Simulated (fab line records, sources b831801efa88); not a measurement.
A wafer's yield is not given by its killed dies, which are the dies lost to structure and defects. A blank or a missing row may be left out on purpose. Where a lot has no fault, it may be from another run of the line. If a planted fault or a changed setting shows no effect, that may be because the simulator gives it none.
Code-filled problem report in 8D (eight disciplines) form :: flow gf180mcu :: the parts of the form that need people (team, actions taken, sign-off) are left out

== 1. WHAT IS WRONG ==
Wafers free of any fault read 0.330 ohm/sq (standard deviation 0.0036) for V4_W_RS at GF_V4_RS_MEAS_24, against a mean of 0.290 ohm/sq on 6 wafers of 2 lots. That puts it -11 standard deviations away from the usual mean.
The step: measures by four-point-probe.
Earliest sighting: wafer L686.2 on filmMetro-03 at day 29 08:01. The record has a number at this step for 30 wafers belonging to 10 lots. By rule, "out" or "out of limits" means more than 4 standard deviations away from the usual mean. All remaining wafers that have a number are taken as sound.

== 2. WHAT IT IS; WHAT IT IS NOT ==
question: which readings at this step
is: V4_W_RS
is not: -

question: which lots
is: L686, L687
is not: L673, L675, L676, L678, L684, L690, L691, L693

question: which wafers of those lots
is: all that have a number
is not: -

question: read on which gauges
is: filmMetro-03, filmMetro-04
is not: filmMetro-01

question: when
is: from day 29 08:01
is not: up to then (15 sound wafers); but 9 sound wafers of L690, L691, L693 came after

== 3. WHAT RULES OUT EACH SUSPECT ==
Counting: a tool stays on the suspect list if, at a process step up to the reading, it processed all lots that are out and no sound lot following the first of them.
- the gauge at GF_V4_RS_MEAS_24: ruled out. Those wafers that are out were read across 2 gauges (filmMetro-03, filmMetro-04).
- pecvd-01 at GF_V4_CVD_02 (deposits SiO2 from TEOS, target thk 850 nm, time 94.851 s): ruled out as a lasting fault. Following L686 (day 28 11:29), the first lot on it that is out, the sound lots L693 were run on it.
- cvdW-01 at GF_V4_CVD_23 (deposits W, target thk 350 nm, time 104.9 s): kept. It processed each lot that is out, first L686 at day 29 07:53, and no sound lot thereafter; up to then, the last sound lot it processed was L684 at day 28 19:52. On those wafers its own readings are out: chamberPressureTorr.
Remaining after the count: cvdW-01 at GF_V4_CVD_23.

== 4. THE CAUSE (what the simulator had put in) ==
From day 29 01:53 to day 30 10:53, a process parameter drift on cvdW-01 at GF_V4_CVD_23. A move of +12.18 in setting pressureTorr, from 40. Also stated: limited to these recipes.
Counting left only this tool.

== 5. THE EFFECT CHAIN, in route order ==
One row per reading whose mean, taken over the struck wafers that have a number, lies over 3 standard deviations from the usual. Only readings for which the record gives a usual standard deviation are gone through. hours: the time from each lot's start at the first step in this table that gives one to its start at this step, as a median over the lots. sigmas: the change in usual standard deviations.
hours: 0
step: GF_V4_CVD_23
reading: chamberPressureTorr
usual: 40.00 Torr
on struck wafers: 52.20
change: +12.20
sigmas: +99 or more

hours: 0
step: GF_V4_RS_MEAS_24
reading: V4_W_RS
usual: 0.330 ohm/sq
on struck wafers: 0.290
change: -0.040
sigmas: -11

hours: 0
step: GF_V4_THK_MEAS_25
reading: V4_W_THK
usual: 353 nm
on struck wafers: 403
change: +50
sigmas: +11

hours: 0
step: GF_V4_CMP_26
reading: timeToEndpointS
usual: 84.0 s
on struck wafers: 98.3
change: +14.3
sigmas: +4.8
It contains these process steps:
- GF_V4_CVD_23: deposits W, target thk 350 nm, time 104.9 s.
- GF_V4_CMP_26: polishes, stops on SiO2, t overpolish 15 s, target thk 0 nm.
At these later measuring or inspecting steps, every struck wafer for which the step has a row has a number for every such reading, and none has moved that far: GF_MIM_RS_MEAS_10.

== 6. WHAT WOULD HAVE CAUGHT IT SOONER ==
In this record the first reading out of limits at a measuring or inspecting step was taken at day 29 08:01, 6 hours after the fault began at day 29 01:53.
The tool's own readings at GF_V4_CVD_23 were out on every struck wafer that the step has a row for (chamberPressureTorr): an alarm limit on them would have fired on the first of those.
L687, from the lots that are out (2), started GF_V4_CVD_23 on cvdW-01 later than day 29 08:01. Holding the tool at that time would have saved it.
